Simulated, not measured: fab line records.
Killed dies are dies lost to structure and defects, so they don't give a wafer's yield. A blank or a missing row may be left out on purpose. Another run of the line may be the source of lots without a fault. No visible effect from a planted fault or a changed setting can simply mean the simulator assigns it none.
Problem report, 8D (eight disciplines) form, completed by code -- flow gf180mcu -- the parts of the form that need people (team, actions taken, sign-off) are left out

== 1. THE PROBLEM ==
Mean V1_W_RS at GF_V1_RS_MEAS_24: 0.380 ohm/sq over 9 wafers in 3 lots; fault-free wafers: 0.326 ohm/sq, standard deviation 0.0036. Measured from the usual mean, that is +15 standard deviations.
The step: measures by four-point-probe.
The first sign was on wafer L201.1 at day 22 01:11, on film metro-01. The record has a number at this step for 33 wafers belonging to 11 lots. The rule behind "out" and "out of limits": a value lying over 4 standard deviations away from the usual mean. All remaining wafers that have a number are taken as sound.

== 2. WHAT IT IS, AND WHAT IT ISN'T ==
question,is,is not
which readings at this step,V1_W_RS,-
which lots,"L201, L203, L204","L191, L193, L196, L206, L208, L212, L213, L214"
which wafers of those lots,all that have a number,-
read on which gauges,"film metro-01, film metro-02, film metro-04",-
when,from day 22 01:11,"up to then (9 sound wafers); but 15 sound wafers of L206, L208, L212, L213, L214 came after"

== 3. SUSPECTS, AND WHAT RULES EACH OUT ==
Counting: a tool at any process step up to the reading remains a suspect when it ran all the lots that are out and ran no sound lot after the first of those.
- the gauge at GF_V1_RS_MEAS_24: ruled out. Those wafers that are out were read across 3 gauges (film metro-01, film metro-02, film metro-04).
- cvd w-01 at GF_V1_CVD_23 (deposits W, target thk 350 nm, time 105.05 s): ruled out as a lasting fault. Following L201 (day 22 01:05), the first lot on it that is out, the sound lots L212, L213 were run on it.
Left after counting: nothing in the record.

== 4. THE CAUSE (what the simulator had put in) ==
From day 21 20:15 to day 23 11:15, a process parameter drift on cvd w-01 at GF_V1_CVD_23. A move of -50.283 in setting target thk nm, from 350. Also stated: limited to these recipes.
It was ruled out by counting, in error; the rule expects a fault to strike all lots run on its tool from its start on, and this fault did not.

== 5. SEQUENCE OF EFFECTS, ordered by route ==
Each row: a reading where the mean over the struck wafers with a number is more than 3 standard deviations away from the usual. Only readings for which the record gives a usual standard deviation are gone through. hours: the time from each lot's start at the first step in this table that gives one to its start at this step, as a median over the lots. sigmas: the change in usual standard deviations.
hours,step,reading,usual,on struck wafers,change,sigmas
0,GF_V1_RS_MEAS_24,V1_W_RS,0.326 ohm/sq,0.380,+0.054,+15
0,GF_V1_THK_MEAS_25,V1_W_THK,352 nm,301,-51,-11
0,GF_V1_CMP_26,time to endpoint s,83 s,72,-11,-3.3
Here are the process steps it includes:
- GF_V1_CMP_26: polishes, stops on SiO2, t overpolish 15 s, target thk 0 nm.

== 6. HOW IT WOULD HAVE BEEN CAUGHT EARLIER ==
The first out-of-limits reading at a measuring or inspecting step in this record came at day 22 01:11, 5 hours after the fault's start at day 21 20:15.
An alarm limit of 4 standard deviations would not have fired on the tool readings at GF_V1_CVD_23 for which the record gives a usual standard deviation, since none of them was out on any struck wafer.
